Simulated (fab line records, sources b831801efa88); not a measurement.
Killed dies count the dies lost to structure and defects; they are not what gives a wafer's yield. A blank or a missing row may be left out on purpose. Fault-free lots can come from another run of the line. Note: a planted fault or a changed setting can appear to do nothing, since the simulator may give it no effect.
A struck lot beside a sound one || flow sky130 || 18 steps out of a route of 708
Sound: wafers L420.2, L420.5, L420.6. The struck wafers were L428.2, L428.4, L428.5. The cause comes at the end.
Per side, at each step with rows, come the tool, then ch with its chambers, and then its first start. Under that, the readings that differ: sound wafers || struck wafers || difference of the means || sigmas: that difference in standard deviations of wafers without a fault.
alike: same words and numbers on both sides, and readings whose means sit less than 2 such deviations apart. not compared: any withheld reading, any reading some wafer has no value for, any bound like >300 that may hide the same value, and any number with overlapping values for which the record gives no deviation.
The two part at a step that has a row with sigmas, a row that says differs or no value, or rows on one side only. Numbers that have no deviation but don't overlap get no sigmas and don't part them. A reading missing from all wafers of one side parts the sides only when that side holds two or more wafers.

first, 5 steps without rows for these wafers: SKY_LDD_N_COAT_02 (resist thk 300 nm); SKY_LDD_N_SOFTBAKE_03 (time 60 s); SKY_LDD_N_EXPOSE_04 (exposes mask NTM, target cd 840 nm); SKY_LDD_N_PEB_05; SKY_LDD_N_DEVELOP_06 (develop time 60 s).
SKY_LDD_N_OVL_MEAS_07:
  sound: overlay-01 at day 19 11:56; struck: overlay-01 at day 22 11:47
  alike: LDD_N_OVL
then, 6 steps without rows for these wafers: SKY_LDD_N_IMPLANT_08; SKY_LDD_N_IMPLANT_09; SKY_LDD_N_IMPLANT_10; SKY_LDD_N_IMPLANT_11; SKY_LDD_N_IMPLANT_12; SKY_LDD_N_IMPLANT_13.
SKY_LDD_N_IMPLANT_14:
  sound on implanter-03 ch 0, day 19 12:54; struck on implanter-03 ch 0, day 22 12:44
{"reading": "dose ions cm2", "sound": "4.998e+12 5.002e+12 4.998e+12", "struck": "5.2361e+13 5.2353e+13 5.2354e+13", "difference": "+4.7357e+13", "sigmas": "+99 or more"}
{"reading": "faraday current uA", "sound": "27.5 28.5 28.4", "struck": "290.5 291.3 305.2", "difference": "+267.5", "sigmas": "+99 or more"}
  alike: rotation deg, tilt deg
then, 1 step without rows for these wafers: SKY_LDD_N_IMPLANT_15.
SKY_LDD_N_STRIP_16: strips in O2/N2.
  sound on plasma asher-01 ch 0,1, day 19 13:10; struck on plasma asher-01 ch 0,1, day 22 13:01
{"reading": "strip time to endpoint s (s)", "sound": "4.315 4.307 4.309", "struck": "4.442 4.442 4.439", "difference": "+0.131", "sigmas": "+9"}
  alike: drypump motor current A, oes product au
  not compared: rf hours counter h
SKY_LDD_N_TW_MEAS_17:
  sound: film metro-02 at day 19 13:17; struck: film metro-04 at day 22 13:08
{"reading": "LDD_N_TW", "sound": "2628 2639 2631", "struck": "2698 2706 2694", "difference": "+67", "sigmas": "+2"}
then, 1 step without rows for these wafers: SKY_LDD_P_DEHYDRATE_00 (time 60 s).
-- a jump in the record: the struck wafers' starts before and after are 26 days apart (it breaks off in module LDD_P and resumes in module PAD_OPEN, where the first step shown is number 708 of the route) --
SKY_PAD_OPEN_PROBE_99:
  sound: prober-02 at day 46 20:48; struck: prober-01 at day 48 17:39
{"reading": "model.etest.nfet_01v8.r on ohm um", "sound": "842.2 847.3 839.7", "struck": "1174 1226 1196", "difference": "+356", "sigmas": ""}
{"reading": "model.etest.nfet_01v8_lvt.drive ua um", "sound": "568.3 566 562.6", "struck": "289.9 277.7 283.9", "difference": -281.8, "sigmas": ""}
{"reading": "model.etest.nfet_01v8_swapped.drive ua um", "sound": "499.7 492.2 498.9", "struck": "269.6 254.7 263.5", "difference": -234.3, "sigmas": ""}
{"reading": "model.etest.nfet_01v8.drive ua um", "sound": "495.7 495.7 494.5", "struck": "264.9 253 258.7", "difference": -236.4, "sigmas": ""}
{"reading": "model.etest.sram nfet pass.drive ua um", "sound": "480.8 494.2 495.1", "struck": "261.3 253.6 262.8", "difference": -230.8, "sigmas": ""}
{"reading": "model.etest.nfet_01v8_turned.drive ua um", "sound": "502.9 496.9 494.9", "struck": "374.7 362.1 371.1", "difference": -128.9, "sigmas": ""}
{"reading": "model.etest.tip n.rs ohm sq", "sound": "437.5 436.1 433.9", "struck": "514.5 516.8 516.9", "difference": "+80.2", "sigmas": ""}
{"reading": "model.etest.res ndiff.line ohm um", "sound": "769.7 758.1 766", "struck": "785.2 783.8 789.5", "difference": "+21.6", "sigmas": ""}
  alike: killed_at_M0_to_M3, killed_at_M4_up, killed at contacts, killed at front end, killed at other, killed dies, killed open, killed short

WHERE THEY PART
At SKY_LDD_N_IMPLANT_14 first; at SKY_LDD_N_TW_MEAS_17 last (within this record only). Later steps at which nothing parts them and some readings are alike: SKY_PAD_OPEN_PROBE_99.

WHY: what had been put in by the simulator
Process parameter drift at SKY_LDD_N_IMPLANT_14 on implanter-03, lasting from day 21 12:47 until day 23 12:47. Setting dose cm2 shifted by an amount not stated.
